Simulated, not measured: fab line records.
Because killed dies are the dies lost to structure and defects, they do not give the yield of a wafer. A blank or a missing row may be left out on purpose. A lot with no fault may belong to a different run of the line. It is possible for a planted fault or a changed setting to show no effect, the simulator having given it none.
Chamber matching || flow gf180mcu || GF_V4_CMP_26 on cmp-01: 4 sister chambers
The step polishes, stops on SiO2, t overpolish 15 s, target thk 0 nm. 4 wafers are shown with their chamber, then 9 later ones without.

EACH WAFER AND ITS CHAMBER
{"wafer": "L298.2", "chamber": 1, "motor-current-A (A)": 11.5}
{"wafer": "L306.6", "chamber": 2, "motor-current-A (A)": 11.0}
{"wafer": "L310.1", "chamber": 3, "motor-current-A (A)": 11.3}
{"wafer": "L310.6", "chamber": 0, "motor-current-A (A)": 10.5}

WAFERS WITHOUT THEIR CHAMBER
{"wafer": "L312.1", "motor-current-A (A)": 10.8}
{"wafer": "L312.3", "motor-current-A (A)": 11.4}
{"wafer": "L312.5", "motor-current-A (A)": 10.8}
{"wafer": "L313.3", "motor-current-A (A)": 11.6}
{"wafer": "L313.4", "motor-current-A (A)": 11.4}
{"wafer": "L313.6", "motor-current-A (A)": 10.9}
{"wafer": "L318.3", "motor-current-A (A)": 11.4}
{"wafer": "L318.4", "motor-current-A (A)": 11.5}
{"wafer": "L318.5", "motor-current-A (A)": 11.1}

WHICH CHAMBER EACH WENT THROUGH
{"wafer": "L312.1", "from the rows above": "can't be placed: 2 or 0", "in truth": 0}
{"wafer": "L312.3", "from the rows above": "can't be placed: 1 or 3", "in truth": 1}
{"wafer": "L312.5", "from the rows above": "can't be placed: 2 or 0", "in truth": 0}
{"wafer": "L313.3", "from the rows above": "can't be placed: 1 or 3", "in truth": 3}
{"wafer": "L313.4", "from the rows above": "can't be placed: 1 or 3", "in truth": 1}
{"wafer": "L313.6", "from the rows above": 2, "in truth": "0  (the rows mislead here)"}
{"wafer": "L318.3", "from the rows above": "can't be placed: 1 or 3", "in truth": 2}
{"wafer": "L318.4", "from the rows above": "can't be placed: 1 or 3", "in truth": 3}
{"wafer": "L318.5", "from the rows above": "can't be placed: 2 or 3", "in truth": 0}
Correct placement for 0 of the 9. Unplaceable from these rows: 8, with the true chamber sitting among the candidates in 6. Wrongly placed: 1.
How it was worked out, from the rows above alone: a wafer's distance from a chamber is the root of the sum, over the readings, of the square of ((its reading less the chamber's mean) divided by the reading's scatter). If the next closest chamber is less than 2 further off than the closest, the wafer can't be placed; otherwise it belongs to the closest. The mean given for a chamber averages the wafers shown for that chamber. The scatter (one wafer shown for each chamber): square how far every hidden wafer sits from the nearest shown wafer, average those squares and take the square root.
